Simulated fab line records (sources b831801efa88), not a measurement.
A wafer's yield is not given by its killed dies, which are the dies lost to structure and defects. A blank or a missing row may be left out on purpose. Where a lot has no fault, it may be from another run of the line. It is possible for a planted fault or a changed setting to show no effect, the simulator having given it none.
Matching of chambers :: flow gf180mcu :: 4 sister chambers for GF_SAB_ETCH_11 on rieDiel-04
The step etches SiO2 in C4F8/O2/Ar, target depth 55 nm, time 8.5 s. 14 wafers are shown with their chamber, then 7 later ones without.

WAFERS WITH THEIR CHAMBER
wafer: L207.1
chamber: 0
oesProductAu (a.u.): 1.011
biasW (W): 1202
chamberPressureMTorr (mTorr): 39.98

wafer: L207.2
chamber: 2
oesProductAu (a.u.): 0.989
biasW (W): 1200
chamberPressureMTorr (mTorr): 40.03

wafer: L207.4
chamber: 2
oesProductAu (a.u.): 0.999
biasW (W): 1200
chamberPressureMTorr (mTorr): 40.02

wafer: L209.3
chamber: 3
oesProductAu (a.u.): 1.003
biasW (W): 1204
chamberPressureMTorr (mTorr): 39.95

wafer: L209.5
chamber: 1
oesProductAu (a.u.): 0.994
biasW (W): 1194
chamberPressureMTorr (mTorr): 40.02

wafer: L209.6
chamber: 2
oesProductAu (a.u.): 1.003
biasW (W): 1192
chamberPressureMTorr (mTorr): 40.06

wafer: L213.1
chamber: 2
oesProductAu (a.u.): 0.992
biasW (W): 1197
chamberPressureMTorr (mTorr): 40.07

wafer: L213.2
chamber: 1
oesProductAu (a.u.): 0.995
biasW (W): 1196
chamberPressureMTorr (mTorr): 40.08

wafer: L213.3
chamber: 3
oesProductAu (a.u.): 0.995
biasW (W): 1200
chamberPressureMTorr (mTorr): 39.96

wafer: L216.2
chamber: 0
oesProductAu (a.u.): 1.015
biasW (W): 1200
chamberPressureMTorr (mTorr): 40.10

wafer: L216.3
chamber: 3
oesProductAu (a.u.): 0.995
biasW (W): 1203
chamberPressureMTorr (mTorr): 40.02

wafer: L216.6
chamber: 0
oesProductAu (a.u.): 1.012
biasW (W): 1196
chamberPressureMTorr (mTorr): 40.04

wafer: L223.1
chamber: 0
oesProductAu (a.u.): 1.011
biasW (W): 1205
chamberPressureMTorr (mTorr): 40.10

wafer: L223.2
chamber: 2
oesProductAu (a.u.): 0.987
biasW (W): 1194
chamberPressureMTorr (mTorr): 39.96

SIGNATURES (means of the wafers above)
reading: oesProductAu
chamber 0: 1.01225
chamber 1: 0.99450
chamber 2: 0.99400
chamber 3: 0.99767
scatter within a chamber: 0.00488

reading: biasW
chamber 0: 1200.75
chamber 1: 1195.00
chamber 2: 1196.60
chamber 3: 1202.33
scatter within a chamber: 3.23

reading: chamberPressureMTorr
chamber 0: 40.0550
chamber 1: 40.0500
chamber 2: 40.0280
chamber 3: 39.9767
scatter within a chamber: 0.047
Rule: for a wafer and a chamber, the distance is found by dividing, reading by reading, the gap between the wafer's reading and the chamber's mean by the reading's scatter, squaring, summing and taking the root. If the next closest chamber is less than 2 further off than the closest, the wafer can't be placed; otherwise it belongs to the closest. The scatter: take each reading less its chamber's mean, square it, sum over the shown wafers, divide by the number of wafers less the number of chambers, and take the root.

WAFERS WITHOUT THEIR CHAMBER
wafer: L223.6
oesProductAu (a.u.): 0.990
biasW (W): 1201
chamberPressureMTorr (mTorr): 39.98

wafer: L225.1
oesProductAu (a.u.): 1.007
biasW (W): 1208
chamberPressureMTorr (mTorr): 39.95

wafer: L225.3
oesProductAu (a.u.): 0.996
biasW (W): 1198
chamberPressureMTorr (mTorr): 39.98

wafer: L225.6
oesProductAu (a.u.): 0.987
biasW (W): 1202
chamberPressureMTorr (mTorr): 39.96

wafer: L229.1
oesProductAu (a.u.): 1.002
biasW (W): 1202
chamberPressureMTorr (mTorr): 39.98

wafer: L229.3
oesProductAu (a.u.): 0.998
biasW (W): 1211
chamberPressureMTorr (mTorr): 39.99

wafer: L229.4
oesProductAu (a.u.): 1.000
biasW (W): 1196
chamberPressureMTorr (mTorr): 40.02

CHAMBER TAKEN BY EACH
wafer: L223.6
from the rows above: can't be placed: 3 or 2 or 1
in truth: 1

wafer: L225.1
from the rows above: can't be placed: 3 or 0
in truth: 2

wafer: L225.3
from the rows above: can't be placed: 2 or 3 or 1
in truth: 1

wafer: L225.6
from the rows above: can't be placed: 3 or 2 or 1
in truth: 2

wafer: L229.1
from the rows above: can't be placed: 3 or 2 or 0
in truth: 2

wafer: L229.3
from the rows above: can't be placed: 3 or 0 or 2
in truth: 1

wafer: L229.4
from the rows above: can't be placed: 2 or 1 or 3 or 0
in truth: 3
Placed correctly: 0 of 7. Can't be placed from these rows: 7 (the true chamber is among the candidates in 5). Number placed wrongly: 0.
